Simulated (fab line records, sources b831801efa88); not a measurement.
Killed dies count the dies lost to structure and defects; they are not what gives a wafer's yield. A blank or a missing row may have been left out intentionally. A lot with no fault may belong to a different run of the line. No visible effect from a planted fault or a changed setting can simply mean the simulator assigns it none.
What tool caused it? | flow sky130 | 33 wafers from 11 lots sampled at 6 of the route's 708 steps

== WHAT THE GAUGES READ, wafer by wafer ==
No reading from a measuring or inspecting step in the record can be judged against a usual standard deviation.

== WHICH TOOL RAN EACH LOT (tool, then ch and the chambers of the sampled wafers, then the start) ==
lot  | SKY_METAL4_SPUTTER_00        | SKY_METAL4_SPUTTER_04        | SKY_METAL4_METAL_ETCH_18          | SKY_METAL4_STRIP_19                  | SKY_VIA4_CMP_02               | SKY_PAD_OPEN_PROBE_99
L451 | pvd_sputter-03, day 39 17:40 | pvd_sputter-03, day 39 17:46 | rie_metal-02 ch 0, day 41 20:25   | plasma_asher-03 ch 0,1, day 41 20:35 | cmp-01 ch 0,2,3, day 41 21:40 | -
L453 | pvd_sputter-03, day 40 13:32 | pvd_sputter-03, day 40 13:38 | rie_metal-03 ch 0,1, day 42 15:11 | plasma_asher-02 ch 0,1, day 42 15:25 | cmp-02 ch 1,2,3, day 42 16:37 | -
L455 | pvd_sputter-03, day 41 09:52 | pvd_sputter-03, day 41 09:59 | rie_metal-03 ch 0,1, day 43 09:49 | plasma_asher-04 ch 0,1, day 43 10:03 | cmp-02 ch 0,1,3, day 43 11:10 | -
L457 | pvd_sputter-04, day 41 22:10 | pvd_sputter-04, day 41 22:17 | rie_metal-03 ch 0,1, day 43 21:55 | plasma_asher-04 ch 1, day 43 22:09   | cmp-02 ch 2,3, day 43 22:59   | -
L462 | pvd_sputter-01, day 43 03:44 | pvd_sputter-01, day 43 03:50 | rie_metal-03 ch 0,1, day 45 01:38 | plasma_asher-02 ch 0,1, day 45 01:49 | cmp-02 ch 1,2,3, day 45 02:47 | -
L463 | pvd_sputter-04, day 43 13:34 | pvd_sputter-04, day 43 13:40 | rie_metal-04 ch 0,1, day 45 11:17 | plasma_asher-02 ch 0,1, day 45 11:28 | cmp-01 ch 0,1,2, day 45 12:27 | -
L464 | pvd_sputter-04, day 43 18:44 | pvd_sputter-04, day 43 18:50 | rie_metal-04 ch 0,1, day 45 14:49 | plasma_asher-02 ch 0,1, day 45 15:00 | cmp-01 ch 0,1,3, day 45 16:20 | -
L465 | pvd_sputter-01, day 44 03:26 | pvd_sputter-01, day 44 03:32 | rie_metal-04 ch 0,1, day 45 23:07 | plasma_asher-03 ch 0,1, day 45 23:16 | cmp-02 ch 2,3, day 46 00:11   | prober-01, day 49 11:03
L469 | pvd_sputter-01, day 45 04:01 | pvd_sputter-01, day 45 04:07 | rie_metal-02 ch 1, day 46 22:55   | plasma_asher-02 ch 0,1, day 46 23:05 | cmp-01 ch 0,2,3, day 46 23:55 | -
L470 | pvd_sputter-01, day 45 06:58 | pvd_sputter-01, day 45 07:04 | rie_metal-04 ch 0,1, day 47 02:16 | plasma_asher-03 ch 0, day 47 02:26   | cmp-02 ch 0,3, day 47 03:37   | -
L472 | pvd_sputter-04, day 45 22:32 | pvd_sputter-04, day 45 22:38 | rie_metal-04 ch 0,1, day 47 16:01 | plasma_asher-02 ch 0,1, day 47 16:10 | cmp-01 ch 0,2,3, day 47 17:07 | -
- SKY_METAL4_SPUTTER_00: material Ti, target thk 15 nm, time 10 s.
- SKY_METAL4_SPUTTER_04: material TiN, target thk 70 nm, time 58.3 s.
- SKY_METAL4_METAL_ETCH_18: etches the open film in Cl2/BCl3, stops on SiO2, target depth 845 nm, time 183.1 s.
- SKY_METAL4_STRIP_19: strips in O2/N2.
- SKY_VIA4_CMP_02: polishes SiO2.
- SKY_PAD_OPEN_PROBE_99

== WHAT THE TOOLS THEMSELVES READ (means of the sampled wafers that have a number; where no wafer has one, the mark that the record gives instead) ==
SKY_METAL4_SPUTTER_00. Usual: throttle_valve_pct 29.8 %, standard deviation 0.83.
lot  | tool           | throttle_valve_pct (%) | flag
L451 | pvd_sputter-03 | 30.2                   |
L453 | pvd_sputter-03 | 29.9                   |
L455 | pvd_sputter-03 | 29.7                   |
L457 | pvd_sputter-04 | 30.1                   |
L462 | pvd_sputter-01 | 28.7                   |
L463 | pvd_sputter-04 | 30.4                   |
L464 | pvd_sputter-04 | 30.0                   |
L465 | pvd_sputter-01 | 29.5                   |
L469 | pvd_sputter-01 | 29.8                   |
L470 | pvd_sputter-01 | 29.0                   |
L472 | pvd_sputter-04 | 29.8                   |

SKY_METAL4_SPUTTER_04. Usual: throttle_valve_pct 29.9 %, standard deviation 0.83.
lot  | tool           | throttle_valve_pct (%) | flag
L451 | pvd_sputter-03 | 30.1                   |
L453 | pvd_sputter-03 | 29.9                   |
L455 | pvd_sputter-03 | 29.8                   |
L457 | pvd_sputter-04 | 30.0                   |
L462 | pvd_sputter-01 | 28.7                   |
L463 | pvd_sputter-04 | 30.7                   |
L464 | pvd_sputter-04 | 30.2                   |
L465 | pvd_sputter-01 | 29.5                   |
L469 | pvd_sputter-01 | 29.7                   |
L470 | pvd_sputter-01 | 29.1                   |
L472 | pvd_sputter-04 | 29.7                   |

SKY_METAL4_METAL_ETCH_18. Usual: bcl3_flow_sccm 30.00 sccm, standard deviation 0.088; drypump_motor_current_A 5.65 A, standard deviation 0.22; oes_product_au 0.866 a.u., standard deviation 0.006; rf_fwd_power_W 896.9 W, standard deviation 2.5; throttle_valve_pct 22.263 %, standard deviation 0.009.
lot  | tool         | bcl3_flow_sccm (sccm) | drypump_motor_current_A (A) | oes_product_au (a.u.) | rf_fwd_power_W (W) | throttle_valve_pct (%) | flag
L451 | rie_metal-02 | 30.01                 | 5.47                        | 0.858                 | 897.1              | 22.261                 |
L453 | rie_metal-03 | 30.06                 | 5.73                        | 0.867                 | 897.4              | 22.263                 |
L455 | rie_metal-03 | 29.90                 | 5.75                        | 0.866                 | 895.5              | 22.271                 |
L457 | rie_metal-03 | 29.88                 | 5.75                        | 0.863                 | 752.9              | 22.264                 | OFF
L462 | rie_metal-03 | 29.98                 | 5.75                        | 0.868                 | 750.8              | 22.262                 | OFF
L463 | rie_metal-04 | 30.09                 | 5.59                        | 0.872                 | 895.3              | 22.263                 |
L464 | rie_metal-04 | 30.04                 | 5.58                        | 0.863                 | 896.2              | 22.257                 |
L465 | rie_metal-04 | 29.95                 | 5.77                        | 0.868                 | 901.2              | 22.266                 |
L469 | rie_metal-02 | 29.98                 | 5.46                        | 0.863                 | 893.9              | 22.262                 |
L470 | rie_metal-04 | 30.07                 | 5.59                        | 0.873                 | 897.1              | 22.260                 |
L472 | rie_metal-04 | 30.00                 | 5.62                        | 0.863                 | 897.3              | 22.257                 |

SKY_METAL4_STRIP_19. Usual: drypump_motor_current_A 5.4 A, standard deviation 0.48; oes_product_au 0.502 a.u., standard deviation 0.0058; strip_time_to_endpoint_s 6.52 s, standard deviation 0.059.
lot  | tool            | drypump_motor_current_A (A) | oes_product_au (a.u.) | strip_time_to_endpoint_s (s) | flag
L451 | plasma_asher-03 | 5.2                         | 0.493                 | 6.41                         |
L453 | plasma_asher-02 | 5.6                         | 0.500                 | 6.51                         |
L455 | plasma_asher-04 | 5.3                         | 0.506                 | 6.57                         |
L457 | plasma_asher-04 | 4.8                         | 0.525                 | 7.23                         | OFF
L462 | plasma_asher-02 | 5.3                         | 0.535                 | 7.34                         | OFF
L463 | plasma_asher-02 | 5.3                         | 0.498                 | 6.47                         |
L464 | plasma_asher-02 | 5.3                         | 0.510                 | 6.66                         |
L465 | plasma_asher-03 | 5.4                         | 0.505                 | 6.59                         |
L469 | plasma_asher-02 | 5.6                         | 0.501                 | 6.48                         |
L470 | plasma_asher-03 | 4.9                         | 0.501                 | 6.51                         |
L472 | plasma_asher-02 | 5.6                         | 0.501                 | 6.53                         |

SKY_VIA4_CMP_02. Usual: motor_current_A 11.8 A, standard deviation 1.6.
lot  | tool   | motor_current_A (A) | flag
L451 | cmp-01 | 12.2                |
L453 | cmp-02 | 11.2                |
L455 | cmp-02 | 10.9                |
L457 | cmp-02 | 12.6                |
L462 | cmp-02 | 11.5                |
L463 | cmp-01 | 12.8                |
L464 | cmp-01 | 11.7                |
L465 | cmp-02 | 12.7                |
L469 | cmp-01 | 12.3                |
L470 | cmp-02 | 11.5                |
L472 | cmp-01 | 12.2                |

SKY_PAD_OPEN_PROBE_99. Usual: defect_limited_yield 82.8 %, standard deviation 2; killed_at_M0_to_M3 43, standard deviation 7.2; killed_at_M4_up 3.0, standard deviation 2; killed_at_contacts 24, standard deviation 5.5; killed_at_front_end 15, standard deviation 4.2; killed_at_other 0.3, standard deviation 0.51; killed_dies 85, standard deviation 10; killed_open 46, standard deviation 7.3; killed_short 38, standard deviation 6.4; sort_bin_3_pad_short 0.9 %, standard deviation 0.42; sort_bin_5_function 10.3 %, standard deviation 1.5; sort_bin_6_memory 6.0 %, standard deviation 1.2; sort_n_pass 407, standard deviation 10; sort_yield_pct 82.8 %, standard deviation 2.
lot  | tool      | defect_limited_yield (%) | killed_at_M0_to_M3 | killed_at_M4_up | killed_at_contacts | killed_at_front_end | killed_at_other | killed_dies | killed_open | killed_short | sort_bin_3_pad_short (%) | sort_bin_5_function (%) | sort_bin_6_memory (%) | sort_n_pass | sort_yield_pct (%) | flag
L465 | prober-01 | 83.7                     | 43                 | 1.7             | 17                 | 18                  | 0.0             | 80          | 46          | 34           | 0.9                      | 9.8                     | 5.6                   | 412         | 83.7               |

== THE ANSWER, worked out from the rows above alone ==
Rule: take the mean of a lot's wafers that have a number; if it is more than 3 standard deviations from the usual mean, the lot is off. A lot without any number at a reading at which 4 lots or more have one is off too. Any other lot the step has rows for is counted as sound. First the gauges in route order, then the tools' own readings, where a lot's mean is used as printed above. At the first step where some lot is off, the reading lying furthest off is the one used; lots without a number count as furthest.
Off: L457, L462 (SKY_METAL4_METAL_ETCH_18, rf_fwd_power_W).
If a tool, at that step or one of the process steps before it, ran each lot that is off and ran no sound lot following the first of them, it fits. One candidate fits, namely rie_metal-03 at SKY_METAL4_METAL_ETCH_18. A fault onset in the window from L455 (day 43 09:49, its last sound lot) to L457 (day 43 21:55, its first lot off) fits.
On the lots that are off, the tool's own readings at SKY_METAL4_METAL_ETCH_18 differ by more than 5 times the standard deviation of the sound lots' means, which bears it out; rf_fwd_power_W reads 751.8 W there versus 896.8 W on the sound lots.

== WHAT HAD BEEN PUT IN BY THE SIMULATOR ==
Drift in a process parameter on rie_metal-03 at SKY_METAL4_METAL_ETCH_18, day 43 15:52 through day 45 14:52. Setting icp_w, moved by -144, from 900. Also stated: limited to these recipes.
Struck lots among those shown: L457, L462. The rule above reached the same finding.
